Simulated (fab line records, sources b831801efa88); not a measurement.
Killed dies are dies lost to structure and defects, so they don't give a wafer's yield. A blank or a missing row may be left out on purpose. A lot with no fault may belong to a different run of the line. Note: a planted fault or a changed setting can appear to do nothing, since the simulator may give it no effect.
Which tool did it? + flow gf180mcu + at 1 step of a route of 602, 13 lots with 39 wafers sampled

## WHAT EACH GAUGE READ, for each wafer
GF_M4_THK_MEAS_06: measures by xrf.
| lot  | measured     | on            | M4_ALCU_THK (nm) |
|------|--------------|---------------|------------------|
| L788 | day 22 23:22 | film-metro-02 | 436 441 448      |
| L789 | day 23 02:45 | film-metro-02 | 432 435 434      |
| L790 | day 23 18:20 | film-metro-03 | 442 443 442      |
| L795 | day 25 05:29 | film-metro-03 | 434 435 435      |
| L796 | day 25 11:39 | film-metro-03 | 429 429 437      |
| L797 | day 26 01:11 | film-metro-03 | 432 440 439      |
| L798 | day 26 14:45 | film-metro-01 | 447 446 444      |
| L799 | day 26 15:25 | film-metro-02 | 440 443 441      |
| L802 | day 27 09:26 | film-metro-01 | 436 430 434      |
| L807 | day 28 23:13 | film-metro-02 | 440 440 437      |
| L808 | day 29 11:26 | film-metro-01 | 435 432 441      |
| L809 | day 29 12:28 | film-metro-02 | 438 433 421      |
| L810 | day 29 18:55 | film-metro-02 | 437 441 444      |

## TOOL THAT RAN EACH LOT (tool first, then ch and the chambers of the sampled wafers, then the start)
The record shows no process step preceding these readings.

## AS READ BY THE TOOLS THEMSELVES (means over the sampled wafers that have a number; for cases with no such wafer, the mark the record gives instead)
The record holds no such reading with a usual standard deviation.

## THE ANSWER, worked out from the rows above alone
Rule: what is usual is taken from the lots themselves. The widest of any qualifying gaps counts: lots, ordered by their means at a reading, are off when they make up no more than a third of the lots, leave a main group of 4 or more, and stand apart from it by 3 or more times the standard deviation of that group's means. The tables above print the reading to a certain number of digits; a main group whose means all agree to those digits is not used. A lot without any number at a reading at which 4 lots or more have one is off too. All remaining lots with rows at the step are treated as sound. After the gauges, taken in route order, come the tools' own readings; for these a lot's mean is taken, as printed above. The first step at which some lot is off is used, and at that step the reading that is off furthest; a lot without a number counts as furthest.
No lot is off at any reading shown: from this, nothing can be told.

## WHAT THE SIMULATOR PUT IN
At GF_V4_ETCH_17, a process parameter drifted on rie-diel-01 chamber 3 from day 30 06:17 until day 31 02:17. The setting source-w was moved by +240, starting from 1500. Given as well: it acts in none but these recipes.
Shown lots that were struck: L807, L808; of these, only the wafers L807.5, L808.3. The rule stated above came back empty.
